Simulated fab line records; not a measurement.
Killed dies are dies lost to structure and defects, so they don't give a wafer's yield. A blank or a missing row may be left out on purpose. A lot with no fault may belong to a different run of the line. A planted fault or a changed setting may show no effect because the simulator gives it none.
Which tool was responsible?	flow sfq_line	13 lots with 39 wafers sampled at 4 steps, on a route of 325 steps

== WHAT THE GAUGES SHOWED, per wafer ==
The record lacks any reading of a measuring or inspecting step that a usual standard deviation could be used to judge.

== WHICH TOOL RAN EACH LOT (tool, then ch and the chambers of the sampled wafers, then the start) ==
lot	SFQ_TRILAYER_JJ_CE_METRO_MEASURE_117	SFQ_TRILAYER_A5B_DEP_PECVD_129	SFQ_TRILAYER_A5C_DEP_PECVD_142	SFQ_TRILAYER_I5_STRIP_STRIP_148
L205	cd_sem-01, day 54 00:49	pecvd-01 ch 0,2, day 56 04:14	pecvd-01 ch 1,2, day 62 08:51	rie_metal-04 ch 0,1, day 67 11:58
L206	cd_sem-02, day 54 19:13	pecvd-03 ch 0,1,2, day 56 04:35	pecvd-04 ch 0,2, day 62 10:03	rie_metal-01 ch 0,1, day 67 16:46
L207	cd_sem-01, day 56 10:22	pecvd-03 ch 0,1,2, day 56 16:20	pecvd-01 ch 0,1, day 62 18:15	rie_metal-04 ch 0,1, day 67 21:22
L208	cd_sem-02, day 56 13:46	pecvd-04 ch 0,2, day 56 19:47	pecvd-02 ch 0,1,2, day 62 20:39	rie_metal-02 ch 0,1, day 67 22:34
L209	cd_sem-01, day 56 16:22	pecvd-01 ch 0,1,2, day 56 22:14	pecvd-01 ch 1,2, day 62 22:34	rie_metal-04 ch 0,1, day 67 23:46
L210	cd_sem-02, day 56 22:22	pecvd-04 ch 1,2, day 57 04:20	pecvd-04 ch 0,1,2, day 63 02:11	rie_metal-01 ch 0,1, day 68 03:28
L211	cd_sem-01, day 57 03:34	pecvd-03 ch 0,1,2, day 57 09:01	pecvd-02 ch 0,1,2, day 63 06:16	rie_metal-02 ch 0,1, day 68 04:46
L212	cd_sem-02, day 57 06:58	pecvd-01 ch 0,1, day 57 12:34	pecvd-01 ch 0,2, day 63 08:41	rie_metal-04 ch 0,1, day 68 10:46
L213	cd_sem-01, day 57 11:46	pecvd-03 ch 0,1,2, day 57 18:36	pecvd-04 ch 0,1, day 63 12:16	rie_metal-02 ch 0,1, day 68 11:58
L220	cd_sem-02, day 59 15:10	pecvd-03 ch 0,2, day 59 20:58	pecvd-01 ch 0,2, day 65 12:16	rie_metal-01 ch 0,1, day 70 02:10
L221	cd_sem-01, day 59 20:58	pecvd-03 ch 1,2, day 60 02:58	pecvd-01 ch 0,1,2, day 65 22:16	rie_metal-04 ch 0,1, day 70 10:34
L222	cd_sem-02, day 59 23:34	pecvd-04 ch 0,1,2, day 60 05:22	pecvd-04 ch 0,1,2, day 65 23:28	rie_metal-04 ch 0,1, day 70 12:58
L226	cd_sem-02, day 60 12:57	pecvd-03 ch 0,2, day 60 18:52	pecvd-02 ch 0,1,2, day 66 13:52	rie_metal-02 ch 0,1, day 71 07:23
- SFQ_TRILAYER_JJ_CE_METRO_MEASURE_117
- SFQ_TRILAYER_A5B_DEP_PECVD_129: deposits SiO2 from SiH4/N2O, time 133.33 s, target thk 600 nm.
- SFQ_TRILAYER_A5C_DEP_PECVD_142: deposits SiO2 from SiH4/N2O, time 15.556 s, target thk 70 nm.
- SFQ_TRILAYER_I5_STRIP_STRIP_148: strips in O2.

== WHAT THE TOOLS THEMSELVES READ (means of the sampled wafers that have a number; where no wafer has one, the mark that the record gives instead) ==
SFQ_TRILAYER_JJ_CE_METRO_MEASURE_117. Usual: 700.4 nm for cd_nm, sd 1.1.
lot	tool	cd_nm (nm)	flag
L205	cd_sem-01	701.3	
L206	cd_sem-02	699.8	
L207	cd_sem-01	702.6	
L208	cd_sem-02	700.9	
L209	cd_sem-01	700.5	
L210	cd_sem-02	700.4	
L211	cd_sem-01	700.9	
L212	cd_sem-02	700.0	
L213	cd_sem-01	699.6	
L220	cd_sem-02	700.3	
L221	cd_sem-01	702.8	
L222	cd_sem-02	699.4	
L226	cd_sem-02	699.1	

SFQ_TRILAYER_A5B_DEP_PECVD_129. Usual: heater_power_w 90 W, standard deviation 15; rf_fwd_power_W 182.6 W, standard deviation 0.65; showerhead_vpp_V 845 V, standard deviation 27; throttle_valve_pct 25.1 %, standard deviation 1.2.
lot	tool	heater_power_w (W)	rf_fwd_power_W (W)	showerhead_vpp_V (V)	throttle_valve_pct (%)	flag
L205	pecvd-01	94	182.9	829	25.8	
L206	pecvd-03	104	183.3	868	24.1	
L207	pecvd-03	105	182.6	867	24.2	
L208	pecvd-04	90	182.1	830	25.0	
L209	pecvd-01	85	183.0	832	26.3	
L210	pecvd-04	71	183.6	842	25.9	
L211	pecvd-03	103	182.6	867	24.2	
L212	pecvd-01	77	182.5	831	26.2	
L213	pecvd-03	97	182.6	862	24.2	
L220	pecvd-03	96	183.3	882	25.2	
L221	pecvd-03	99	183.1	875	24.1	
L222	pecvd-04	77	182.3	825	25.6	
L226	pecvd-03	102	182.5	896	25.0	

SFQ_TRILAYER_A5C_DEP_PECVD_142. Usual: heater_power_w 82 W, standard deviation 14; rf_fwd_power_W 180.2 W, standard deviation 1.1; showerhead_vpp_V 833 V, standard deviation 24; throttle_valve_pct 26.1 %, standard deviation 1.2.
lot	tool	heater_power_w (W)	rf_fwd_power_W (W)	showerhead_vpp_V (V)	throttle_valve_pct (%)	flag
L205	pecvd-01	93	179.4	830	27.1	
L206	pecvd-04	93	179.0	818	25.1	
L207	pecvd-01	78	181.4	833	27.0	
L208	pecvd-02	67	180.1	844	24.5	
L209	pecvd-01	89	180.8	815	26.8	
L210	pecvd-04	81	180.1	833	25.4	
L211	pecvd-02	71	180.4	843	24.3	
L212	pecvd-01	102	180.3	824	26.4	
L213	pecvd-04	91	179.3	821	25.2	
L220	pecvd-01	95	150.9	761	26.5	OFF
L221	pecvd-01	91	150.6	758	27.0	OFF
L222	pecvd-04	85	180.2	832	25.3	
L226	pecvd-02	70	179.7	840	24.5	

SFQ_TRILAYER_I5_STRIP_STRIP_148. Usual: chamber_pressure_mTorr 50.00 mTorr, standard deviation 0.05; drypump_motor_current_A 5.4 A, standard deviation 0.36; oes_product_au 0.996 a.u., standard deviation 0.013.
lot	tool	chamber_pressure_mTorr (mTorr)	drypump_motor_current_A (A)	oes_product_au (a.u.)	flag
L205	rie_metal-04	50.00	5.2	0.990	
L206	rie_metal-01	50.01	5.7	0.996	
L207	rie_metal-04	50.02	5.2	0.993	
L208	rie_metal-02	50.05	5.4	0.999	
L209	rie_metal-04	50.01	5.1	0.993	
L210	rie_metal-01	50.01	5.5	1.004	
L211	rie_metal-02	49.92	5.0	0.999	
L212	rie_metal-04	49.98	5.2	1.000	
L213	rie_metal-02	50.03	5.4	0.990	
L220	rie_metal-01	49.95	5.5	1.000	
L221	rie_metal-04	50.02	5.2	0.998	
L222	rie_metal-04	49.95	5.2	0.991	
L226	rie_metal-02	49.99	5.0	1.002	

== THE ANSWER, worked out from the rows above alone ==
Rule: lot off if the mean of its wafers having a number is beyond 3 standard deviations from the usual mean. A lot without any number at a reading at which 4 lots or more have one is off too. The other lots that the step has rows for count as sound. After the gauges, taken in route order, come the tools' own readings; for these a lot's mean is taken, as printed above. The first step at which some lot is off is used, and at that step the reading that is off furthest; a lot without a number counts as furthest.
Off at SFQ_TRILAYER_A5C_DEP_PECVD_142 (rf_fwd_power_W): L220, L221.
A tool fits if, at that step or a process step before it, it ran every lot that is off, and no sound lot after the first of them. One fits: SFQ_TRILAYER_A5C_DEP_PECVD_142 on pecvd-01. A fault onset in the window from L212 (day 63 08:41, its last sound lot) to L220 (day 65 12:16, its first lot off) fits.
The tool's own readings at SFQ_TRILAYER_A5C_DEP_PECVD_142 bear it out: on the lots that are off they differ by more than 5 times the standard deviation of the sound lots' means. rf_fwd_power_W reads 150.8 W there against 180.1 W on the sound lots; showerhead_vpp_V reads 760 V there against 830 V on the sound lots.

== WHAT THE SIMULATOR HAD INSERTED ==
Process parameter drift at SFQ_TRILAYER_A5C_DEP_PECVD_142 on pecvd-01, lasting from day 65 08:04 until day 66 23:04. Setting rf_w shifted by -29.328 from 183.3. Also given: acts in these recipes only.
Lots struck among those shown: L220, L221. The rule given above showed the same thing.
